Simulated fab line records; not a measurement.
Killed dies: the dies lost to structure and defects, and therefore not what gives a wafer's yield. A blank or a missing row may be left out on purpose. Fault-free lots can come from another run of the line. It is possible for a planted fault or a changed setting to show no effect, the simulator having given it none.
One fault through the eyes of 2 desks / flow gf180mcu / what lay behind the numbers comes last; until then each desk has only its own

## TOOL OWNER'S DESK, wet-bench-02
The tool's own readings at GF_STI_WET_ETCH_17 (etches Si3N4 in H3PO4, target depth 45 nm, time 514 s): means of the sampled wafers that have a number, for each lot that ran on this tool. Any lot whose mean is over 4 standard deviations away from the usual mean is out of limits and marked OUT; that distance is given in the brackets.
Columns: A = run-length-s at GF_STI_WET_ETCH_17, usual 540.0 s
lot=L963; first seen here=day 3 08:36; A=540.2
lot=L972; first seen here=day 5 07:27; A=827.5 (+99 or more) OUT
lot=L973; first seen here=day 5 12:33; A=829.0 (+99 or more) OUT
lot=L977; first seen here=day 6 08:51; A=827.7 (+99 or more) OUT
This desk's finding: out of limits on L972, L973, L977; first on L972, day 5 07:27 (run-length-s at GF_STI_WET_ETCH_17). In limits: L963.

## METROLOGY DESK
Lot by lot, what the gauges showed, no matter which tool ran the lot: averages of those sampled wafers that carry a number. Any lot whose mean is over 4 standard deviations away from the usual mean is out of limits and marked OUT; that distance is given in the brackets.
Columns: A = cd-nm at GF_STI_CD_MEAS_12, usual 220.5 nm; B = STI_OXIDATION_01_THK at GF_STI_THK_MEAS_22, usual 14.95 nm; C = STI_CVD_23_THK at GF_STI_THK_MEAS_24, usual 651 nm
lot=L963; first seen here=day 3 08:14; A=219.3; B=14.75; C=652
lot=L966; first seen here=day 3 23:03; A=220.1; B=14.72; C=649
lot=L972; first seen here=day 5 07:05; A=221.5; B=15.18; C=654
lot=L973; first seen here=day 5 12:10; A=220.6; B=14.97; C=661
lot=L977; first seen here=day 6 08:30; A=221.6; B=14.71; C=650
lot=L978; first seen here=day 6 13:38; A=221.0; B=15.07; C=646
lot=L980; first seen here=day 7 00:35; A=220.0; B=15.01; C=649
This desk's finding: nothing out of limits on any of the 7 lots.

## ALL TOGETHER
An alarm could have come from the tool owner's desk at day 5 07:27, on L972, L973, L977.
Metrology desk: nothing out of limits seen.
The metrology desk holds a record of L972, L973, L977, inside its limits.
Every lot named ran GF_STI_WET_ETCH_17 on wet-bench-02.

## WHAT THE SIMULATOR PUT IN
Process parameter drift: wet-bench-02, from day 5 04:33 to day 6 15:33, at GF_STI_WET_ETCH_17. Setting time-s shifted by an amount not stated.
Shown lots that were struck: L972, L973, L977.
How many hours passed from the start of the fault until each desk's first out-of-limits reading: the tool owner's desk, 3.
